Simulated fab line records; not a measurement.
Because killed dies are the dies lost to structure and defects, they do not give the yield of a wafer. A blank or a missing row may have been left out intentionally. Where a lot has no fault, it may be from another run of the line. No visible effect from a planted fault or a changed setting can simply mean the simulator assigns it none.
Lot-split experiment | flow sky130 | 23 wafers read across 5 lots, on a route 708 steps long

## ABOUT THE SPLIT
At SKY_SONOS_ONO_OXIDATION_00 (stabilise 600 s, purge 300 s, target thk 2.6 nm), the setting oxTimeS was moved away from the recipe's 1249 s on 20 of the 23 wafers read, by -10.2% to +11.9%. This setting was run at the recipe's value on the other wafers.

No step appears in the file between the split and the reading.

## THE READING
SONOS_ONO_OXIDATION_THK, in nm, at SKY_SONOS_ONO_THK_MEAS_01. Typical for fault-free wafers on this fab line: 2.57 nm, with standard deviation 0.057 nm.

wafer  | tool, chamber at the split | oxTimeS as run, s | against the recipe | SONOS_ONO_OXIDATION_THK, nm | against lot-mates on the recipe
L076.1 | -, -                       | 1398              | +11.9%             | 2.79                        | no lot-mate on the recipe
L076.2 | -, -                       | 1398              | +11.9%             | 2.73                        | no lot-mate on the recipe
L076.3 | -, -                       | 1398              | +11.9%             | 2.70                        | no lot-mate on the recipe
L076.5 | -, -                       | 1398              | +11.9%             | 2.76                        | no lot-mate on the recipe
L076.6 | -, -                       | 1398              | +11.9%             | 2.71                        | no lot-mate on the recipe
L078.1 | -, -                       | 1388              | +11.1%             | 2.80                        | no lot-mate on the recipe
L078.3 | -, -                       | 1388              | +11.1%             | 2.73                        | no lot-mate on the recipe
L078.4 | -, -                       | 1388              | +11.1%             | 2.85                        | no lot-mate on the recipe
L078.5 | -, -                       | 1388              | +11.1%             | 2.82                        | no lot-mate on the recipe
L078.6 | -, -                       | 1388              | +11.1%             | 2.81                        | no lot-mate on the recipe
L081.4 | furnace-02, 0              | 1249              | recipe             | 2.59                        | -
L081.5 | furnace-02, 0              | 1249              | recipe             | 2.62                        | -
L081.6 | furnace-02, 0              | 1249              | recipe             | 2.54                        | -
L083.1 | -, -                       | 1165              | -6.7%              | 2.44                        | no lot-mate on the recipe
L083.2 | -, -                       | 1165              | -6.7%              | 2.43                        | no lot-mate on the recipe
L083.3 | -, -                       | 1165              | -6.7%              | 2.41                        | no lot-mate on the recipe
L083.4 | -, -                       | 1165              | -6.7%              | 2.45                        | no lot-mate on the recipe
L083.5 | -, -                       | 1165              | -6.7%              | 2.41                        | no lot-mate on the recipe
L084.1 | -, -                       | 1122              | -10.2%             | 2.42                        | no lot-mate on the recipe
L084.2 | -, -                       | 1122              | -10.2%             | 2.37                        | no lot-mate on the recipe
L084.3 | -, -                       | 1122              | -10.2%             | 2.35                        | no lot-mate on the recipe
L084.4 | -, -                       | 1122              | -10.2%             | 2.36                        | no lot-mate on the recipe
L084.5 | -, -                       | 1122              | -10.2%             | 2.35                        | no lot-mate on the recipe

FIT RESULTS
A straight line over all 23 wafers: SONOS_ONO_OXIDATION_THK changes by +0.0184 nm for each +1% of oxTimeS; r = +0.97; the points scatter about the line by 0.043 nm.
Too few moved wafers have a lot-mate on the recipe to fit a line with each lot's own level taken away.

## THE WHOLE CHAIN: every reading that the file lists as answering this split, in the file's order
step                       | what it does                                    | reading                                                                               | change (the file's fit)                | r (the file's)
SKY_SONOS_ONO_OXIDATION_00 | stabilise 600 s, purge 300 s, target thk 2.6 nm | SiO2_of_SONOS_ONO_OXIDATION_00.thkNm (the simulator's own value, which no gauge read) | +0.0189 nm for each +1% of the setting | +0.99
SKY_SONOS_ONO_THK_MEAS_01  |                                                 | SONOS_ONO_OXIDATION_THK                                                               | +0.0184 for each +1% of the setting    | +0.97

## FILE'S OWN FIT
SONOS_ONO_OXIDATION_THK changes by +0.0184 nm for each +1% of oxTimeS, r = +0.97.
